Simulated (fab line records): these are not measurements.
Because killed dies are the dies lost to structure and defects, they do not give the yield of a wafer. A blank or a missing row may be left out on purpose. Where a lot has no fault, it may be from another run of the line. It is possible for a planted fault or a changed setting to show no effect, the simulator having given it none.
What tool caused it? ; flow gf180mcu ; Sampling: 13 lots, 39 wafers, 6 of 602 route steps

## WHAT THE GAUGES READ, wafer by wafer
GF_PSD_CD_MEAS_07 targets a cd of 400 nm.
lot;measured;on;cd nm (nm)
L719;day 14 13:46;cd sem-01;400.1 399.7 400.3
L720;day 14 19:02;cd sem-02;400.2 400.0 401.9
L721;day 15 06:19;cd sem-01;403.1 403.4 401.3
L723;day 15 22:15;cd sem-02;404.6 405.3 402.3
L724;day 16 06:10;cd sem-01;400.0 398.2 400.3
L725;day 16 13:52;cd sem-01;399.9 398.1 401.2
L726;day 16 19:19;cd sem-01;395.2 396.8 394.2
L727;day 17 04:27;cd sem-02;401.9 402.0 402.9
L728;day 17 18:32;cd sem-01;400.2 401.8 399.9
L739;day 21 16:57;cd sem-02;404.4 404.2 403.0
L738;day 21 18:48;cd sem-01;401.6 403.9 401.1
L740;day 21 19:43;cd sem-02;400.1 399.5 397.6
L741;day 22 05:05;cd sem-01;396.8 398.5 400.6

GF_PSD_TW_MEAS_11.
lot;measured;on;PSD_TW
L719;day 14 14:10;film metro-01;3194 3178 3197
L720;day 14 19:25;film metro-02;3134 3128 3126
L721;day 15 06:43;film metro-01;3190 3191 3188
L723;day 15 22:40;film metro-03;3169 3173 3165
L724;day 16 06:34;film metro-01;3199 3204 3210
L725;day 16 14:16;film metro-02;3150 3155 3150
L726;day 16 19:43;film metro-01;3199 3209 3200
L727;day 17 04:52;film metro-02;3125 3155 3120
L728;day 17 18:56;film metro-03;30 30 30
L739;day 21 17:22;film metro-02;3166 3162 3157
L738;day 21 19:13;film metro-03;3182 3166 3183
L740;day 21 20:07;film metro-02;3159 3162 3154
L741;day 22 05:29;film metro-02;3150 3157 3155

## EACH LOT AND THE TOOL THAT RAN IT (in order: tool; ch and the chambers of the sampled wafers; start)
lot;GF_HV_LDD_STRIP_22;GF_HV_LDD_STRIP_37;GF_NSD_STRIP_11;GF_PSD_STRIP_10
L719;plasma asher-01 ch 0,1, day 11 02:01;plasma asher-01 ch 1, day 11 21:13;plasma asher-02 ch 1, day 13 17:16;plasma asher-02 ch 0,1, day 14 14:04
L720;plasma asher-04 ch 0,1, day 11 07:04;plasma asher-04 ch 0,1, day 12 02:53;plasma asher-03 ch 0,1, day 13 22:07;plasma asher-01 ch 0,1, day 14 19:19
L721;plasma asher-01 ch 1, day 11 15:41;plasma asher-01 ch 1, day 12 11:20;plasma asher-03 ch 1, day 14 09:22;plasma asher-02 ch 0,1, day 15 06:37
L723;plasma asher-04 ch 0,1, day 12 09:22;plasma asher-04 ch 0,1, day 13 05:31;plasma asher-03 ch 0,1, day 15 01:46;plasma asher-02 ch 0,1, day 15 22:34
L724;plasma asher-01 ch 0,1, day 12 16:41;plasma asher-04 ch 0,1, day 13 13:25;plasma asher-04 ch 0,1, day 15 10:46;plasma asher-03 ch 0,1, day 16 06:28
L725;plasma asher-03 ch 0,1, day 12 20:25;plasma asher-04 ch 0,1, day 13 17:16;plasma asher-02 ch 0,1, day 15 16:37;plasma asher-01 ch 0,1, day 16 14:10
L726;plasma asher-04 ch 0,1, day 13 04:28;plasma asher-01 ch 0,1, day 14 01:31;plasma asher-02 ch 0,1, day 15 21:43;plasma asher-01 ch 0,1, day 16 19:37
L727;plasma asher-04 ch 0,1, day 13 12:40;plasma asher-01 ch 0,1, day 14 10:34;plasma asher-02 ch 0,1, day 16 06:07;plasma asher-02 ch 0,1, day 17 04:46
L728;plasma asher-04 ch 0,1, day 14 00:28;plasma asher-01 ch 0,1, day 14 21:33;plasma asher-02 ch 0,1, day 16 19:37;plasma asher-03 ch 0,1, day 17 18:50
L739;plasma asher-01 ch 0,1, day 17 13:19;plasma asher-04 ch 0,1, day 18 13:31;plasma asher-03 ch 0,1, day 20 17:22;plasma asher-01 ch 0,1, day 21 17:16
L738;plasma asher-01 ch 0,1, day 17 14:01;plasma asher-03 ch 0,1, day 18 14:10;plasma asher-03 ch 0,1, day 20 18:19;plasma asher-02 ch 0,1, day 21 19:07
L740;plasma asher-03 ch 0,1, day 17 14:10;plasma asher-03 ch 0,1, day 18 14:28;plasma asher-03 ch 0,1, day 20 19:46;plasma asher-01 ch 0,1, day 21 20:01
L741;plasma asher-04 ch 0,1, day 17 23:52;plasma asher-04 ch 0,1, day 19 00:22;plasma asher-04 ch 0,1, day 21 05:44;plasma asher-03 ch 0,1, day 22 05:23
- GF_HV_LDD_STRIP_22: strips in O2/N2.
- GF_HV_LDD_STRIP_37: strips in O2/N2.
- GF_NSD_STRIP_11: strips in O2/N2.
- GF_PSD_STRIP_10: strips in O2/N2.

## AS READ BY THE TOOLS THEMSELVES (means over the sampled wafers that have a number; for cases with no such wafer, the mark the record gives instead)
GF_HV_LDD_STRIP_22.
lot;tool;drypump motor current A (A);heater power w (W);oes product au (a.u.);strip time to endpoint s (s)
L719;plasma asher-01;5.4;333;0.716;12.62
L720;plasma asher-04;5.7;304;0.718;12.63
L721;plasma asher-01;6.1;345;0.713;12.65
L723;plasma asher-04;6.1;323;0.717;12.65
L724;plasma asher-01;5.4;337;0.717;12.60
L725;plasma asher-03;5.4;389;0.716;12.63
L726;plasma asher-04;6.1;314;0.712;12.70
L727;plasma asher-04;5.7;312;0.714;12.67
L728;plasma asher-04;6.1;311;0.717;12.60
L739;plasma asher-01;5.7;341;0.715;12.67
L738;plasma asher-01;5.7;338;0.716;12.62
L740;plasma asher-03;5.6;376;0.720;12.63
L741;plasma asher-04;5.7;309;0.715;12.63

GF_HV_LDD_STRIP_37.
lot;tool;drypump motor current A (A);heater power w (W);oes product au (a.u.);strip time to endpoint s (s)
L719;plasma asher-01;6.1;346;0.712;12.67
L720;plasma asher-04;5.7;309;0.711;12.60
L721;plasma asher-01;6.0;349;0.714;12.66
L723;plasma asher-04;5.7;310;0.718;12.61
L724;plasma asher-04;6.1;315;0.719;12.66
L725;plasma asher-04;6.1;320;0.717;12.65
L726;plasma asher-01;5.7;337;0.716;12.57
L727;plasma asher-01;5.7;340;0.719;12.61
L728;plasma asher-01;5.7;336;0.719;12.62
L739;plasma asher-04;5.7;311;0.717;12.66
L738;plasma asher-03;5.4;385;0.716;12.61
L740;plasma asher-03;5.6;379;0.717;12.64
L741;plasma asher-04;6.1;317;0.713;12.64

GF_NSD_STRIP_11.
lot;tool;drypump motor current A (A);heater power w (W);oes product au (a.u.);strip time to endpoint s (s)
L719;plasma asher-02;5.6;328;0.487;22.97
L720;plasma asher-03;5.6;382;0.486;22.94
L721;plasma asher-03;5.7;370;0.486;23.00
L723;plasma asher-03;5.6;383;0.486;22.96
L724;plasma asher-04;6.1;316;0.493;22.98
L725;plasma asher-02;5.9;322;0.488;22.95
L726;plasma asher-02;5.9;325;0.484;22.98
L727;plasma asher-02;5.7;329;0.487;23.00
L728;plasma asher-02;5.9;323;0.556;-
L739;plasma asher-03;5.6;378;0.489;22.93
L738;plasma asher-03;5.4;389;0.483;23.01
L740;plasma asher-03;5.6;380;0.487;22.95
L741;plasma asher-04;5.7;306;0.489;22.87

GF_PSD_STRIP_10.
lot;tool;drypump motor current A (A);heater power w (W);oes product au (a.u.);strip time to endpoint s (s)
L719;plasma asher-02;5.8;325;0.597;16.57
L720;plasma asher-01;5.4;338;0.595;16.54
L721;plasma asher-02;5.9;324;0.593;16.54
L723;plasma asher-02;5.8;330;0.596;16.55
L724;plasma asher-03;5.6;378;0.590;16.48
L725;plasma asher-01;5.7;340;0.592;16.52
L726;plasma asher-01;5.3;332;0.590;16.49
L727;plasma asher-02;5.9;327;0.594;16.57
L728;plasma asher-03;5.6;376;0.617;19.70
L739;plasma asher-01;5.4;332;0.592;16.47
L738;plasma asher-02;5.8;323;0.595;16.55
L740;plasma asher-01;5.4;335;0.591;16.42
L741;plasma asher-03;5.4;387;0.589;16.44

## THE ANSWER, worked out from the rows above alone
Rule: what is usual is taken from the lots themselves. The widest of any qualifying gaps counts: lots, ordered by their means at a reading, are off when they make up no more than a third of the lots, leave a main group of 4 or more, and stand apart from it by 3 or more times the standard deviation of that group's means. A main group whose means are all the same, to the digits that the tables above print for the reading, isn't used. Also off: a lot with no number at a reading for which 4 or more lots have one. The other lots that the step has rows for count as sound. Order of review: gauges by route order, followed by the tools' own readings, for which a lot's mean as printed above is used. At the first step where some lot is off, the reading lying furthest off is the one used; lots without a number count as furthest.
Off: at GF_PSD_TW_MEAS_11 (PSD_TW), L728. For the main group the mean is 3168 and the standard deviation 24.
If a tool, at a process step before that reading, ran all the lots that are off and no sound lot after the first of them, it fits. Not tried: the gauges at GF_PSD_TW_MEAS_11; whatever is off there is also off at GF_NSD_STRIP_11, on other tools, and gauge error can't account for it. Undecided on this evidence; 2 tools fit (plasma asher-01 at GF_HV_LDD_STRIP_37, plasma asher-02 at GF_NSD_STRIP_11).

## WHAT THE SIMULATOR HAD INSERTED
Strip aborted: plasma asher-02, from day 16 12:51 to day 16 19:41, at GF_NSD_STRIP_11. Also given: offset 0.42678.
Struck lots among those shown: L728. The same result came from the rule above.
